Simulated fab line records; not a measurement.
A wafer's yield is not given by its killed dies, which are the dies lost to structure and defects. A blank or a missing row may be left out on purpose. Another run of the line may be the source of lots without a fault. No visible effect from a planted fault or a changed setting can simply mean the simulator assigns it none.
Check for tools in common -- flow sky130 -- 15 lots, 44 wafers sampled

== WHAT PROMPTED THE OPENING ==
SKY_RES_XHIGH_TW_MEAS_09, reading RES_XHIGH_TW: flagged on 3 of 15 lots. No-fault wafers: 1649, standard deviation 13.
Rule: flag the lot when none of its wafers has a number, or when each of its wafers that has one lies beyond 4 standard deviations from that mean. The other lots count as sound.

lot,measured,on,"RES_XHIGH_TW, wafer by wafer",flag
L540,day 26 05:35,film metro-02,1637 1624 1635,
L541,day 27 13:16,film metro-01,1672 1669 1668,
L542,day 28 06:50,film metro-01,1661 1661 1668,
L543,day 28 15:32,film metro-03,1647 1647 1653,
L544,day 29 11:06,film metro-03,1632 1640 1641,
L547,day 29 14:14,film metro-01,1673 1672 1671,
L546,day 29 15:02,film metro-03,1635 1645 1637,
L549,day 29 17:32,film metro-01,1675 1676 1675,
L552,day 30 22:59,film metro-03,1644 1648 1635,
L553,day 31 08:50,film metro-01,1655 1663 1661,
L555,day 31 19:29,film metro-03,1638 1634 1642,
L557,day 32 11:22,film metro-02,1644 1637,
L560,day 33 22:44,film metro-02,30 30 30,FLAGGED
L562,day 33 23:46,film metro-01,30 30 30,FLAGGED
L563,day 34 15:18,film metro-03,30 30 30,FLAGGED
Flagged lots average 30: -1619 relative to the usual, that is -99 or more standard deviations.

== EACH LOT AND THE TOOL IT RAN ON ==
3 process steps preceding the reading are held in the record, out of 708 steps in the route. In each cell: the tool, then ch and the chambers that the sampled wafers went through, then the start.
lot,flag,SKY_LDD_P_STRIP_10,SKY_SD_P_STRIP_10,SKY_RES_XHIGH_STRIP_08
L540,,"plasma asher-03 ch 0,1, day 18 12:59","plasma asher-01 ch 0,1, day 24 23:23","plasma asher-01 ch 1, day 26 05:29"
L541,,"plasma asher-03 ch 0,1, day 19 05:46","plasma asher-01 ch 0,1, day 26 07:20","plasma asher-01 ch 0,1, day 27 13:10"
L542,,"plasma asher-04 ch 0,1, day 20 15:29","plasma asher-04 ch 0,1, day 27 01:23","plasma asher-03 ch 0,1, day 28 06:44"
L543,,"plasma asher-03 ch 0,1, day 21 03:05","plasma asher-04 ch 0,1, day 27 10:51","plasma asher-04 ch 0,1, day 28 15:26"
L544,,"plasma asher-03 ch 0,1, day 21 23:34","plasma asher-02 ch 0,1, day 28 07:17","plasma asher-01 ch 0,1, day 29 11:01"
L547,,"plasma asher-03 ch 0,1, day 22 01:53","plasma asher-02 ch 0,1, day 28 09:21","plasma asher-03 ch 0,1, day 29 14:08"
L546,,"plasma asher-02 ch 0,1, day 22 03:47","plasma asher-02 ch 0,1, day 28 10:05","plasma asher-01 ch 0,1, day 29 14:56"
L549,,"plasma asher-03 ch 0,1, day 22 08:20","plasma asher-02 ch 0,1, day 28 12:51","plasma asher-01 ch 0,1, day 29 17:26"
L552,,"plasma asher-03 ch 0,1, day 23 17:21","plasma asher-02 ch 0,1, day 29 19:32","plasma asher-04 ch 0,1, day 30 22:53"
L553,,"plasma asher-02 ch 0,1, day 23 23:36","plasma asher-01 ch 0,1, day 30 04:30","plasma asher-03 ch 0,1, day 31 08:44"
L555,,"plasma asher-02 ch 1, day 24 12:35","plasma asher-01 ch 1, day 30 15:51","plasma asher-01 ch 0,1, day 31 19:23"
L557,,"plasma asher-04 ch 1, day 25 04:19","plasma asher-02 ch 0,1, day 31 08:01","plasma asher-01 ch 0,1, day 32 11:16"
L560,FLAGGED,"plasma asher-04 ch 0,1, day 26 19:54","plasma asher-02 ch 1, day 32 19:30","plasma asher-03 ch 0,1, day 33 22:38"
L562,FLAGGED,"plasma asher-02 ch 0,1, day 27 00:05","plasma asher-04 ch 0,1, day 32 20:58","plasma asher-01 ch 0,1, day 33 23:40"
L563,FLAGGED,"plasma asher-03 ch 0, day 27 17:09","plasma asher-01 ch 1, day 33 12:48","plasma asher-03 ch 0,1, day 34 15:11"
These steps, and what they do:
- SKY_LDD_P_STRIP_10: strips in O2/N2.
- SKY_SD_P_STRIP_10: strips in O2/N2.
- SKY_RES_XHIGH_STRIP_08: strips in O2/N2.
- SKY_RES_XHIGH_TW_MEAS_09

== FLAGGED AGAINST TOTAL, ONE TOOL AT A TIME (gauges that did the reading follow at the end) ==
step,tool,lots run,flagged,share of the flagged lots,sound lots run after its first flagged lot
SKY_LDD_P_STRIP_10,plasma asher-02,4,1,some,0
SKY_LDD_P_STRIP_10,plasma asher-03,8,1,some,0
SKY_LDD_P_STRIP_10,plasma asher-04,3,1,some,0
SKY_SD_P_STRIP_10,plasma asher-01,5,1,some,0
SKY_SD_P_STRIP_10,plasma asher-02,7,1,some,0
SKY_SD_P_STRIP_10,plasma asher-04,3,1,some,0
SKY_RES_XHIGH_STRIP_08,plasma asher-01,8,1,some,0
SKY_RES_XHIGH_STRIP_08,plasma asher-03,5,2,some,0
SKY_RES_XHIGH_STRIP_08,plasma asher-04,2,0,none,-
SKY_RES_XHIGH_TW_MEAS_09,film metro-01,6,1,some,0
SKY_RES_XHIGH_TW_MEAS_09,film metro-02,3,1,some,0
SKY_RES_XHIGH_TW_MEAS_09,film metro-03,6,1,some,0

== WHAT THE TABLE ALLOWS ==
No row of the table ran every flagged lot.

== WHAT THE SIMULATOR HAD PUT IN ==
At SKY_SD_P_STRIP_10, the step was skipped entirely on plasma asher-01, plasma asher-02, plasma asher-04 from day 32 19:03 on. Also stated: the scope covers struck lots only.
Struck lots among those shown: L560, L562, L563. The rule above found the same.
